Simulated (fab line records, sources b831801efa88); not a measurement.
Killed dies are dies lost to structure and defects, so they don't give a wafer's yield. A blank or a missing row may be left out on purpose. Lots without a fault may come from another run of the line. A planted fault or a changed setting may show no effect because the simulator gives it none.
Which tool did it? | flow sky130 | 6 lots, 18 wafers sampled, at 1 step of a route of 708

WHAT THE GAUGES READ, wafer by wafer
SKY_VT_ADJUST_NCORE_TW_MEAS_11.
lot  | measured     | on            | VT_ADJUST_NCORE_TW
L986 | day 8 21:45  | film_metro-04 | 219.8 219.2 219.4
L989 | day 9 17:19  | film_metro-03 | 224.2 222.1 221.6
L999 | day 12 18:12 | film_metro-01 | 221.6 220.9 220.6
L102 | day 13 18:33 | film_metro-01 | 219.7 219.6 220.0
L106 | day 14 16:27 | film_metro-01 | 220.6 220.9 221.4
L108 | day 15 09:40 | film_metro-01 | 221.9 222.1 221.6

WHICH TOOL RAN EACH LOT (tool, then ch and the chambers of the sampled wafers, then the start)
The record holds no process step before these readings.

THE ANSWER, worked out from the rows above alone
Rule: what is usual is taken from the lots themselves. Put in order of their means at a reading, lots are off if they are a third of the lots or fewer, leave a main group of 4 or more, and stand apart from it by a gap of 3 or more times the standard deviation of the main group's means; of several such gaps the widest counts. A main group whose means are all the same, to the digits that the tables above print for the reading, isn't used. A lot without any number at a reading at which 4 lots or more have one is off too. The other lots that the step has rows for count as sound.
No lot is off at any reading shown: from this, nothing can be told.

WHAT THE SIMULATOR HAD PUT IN
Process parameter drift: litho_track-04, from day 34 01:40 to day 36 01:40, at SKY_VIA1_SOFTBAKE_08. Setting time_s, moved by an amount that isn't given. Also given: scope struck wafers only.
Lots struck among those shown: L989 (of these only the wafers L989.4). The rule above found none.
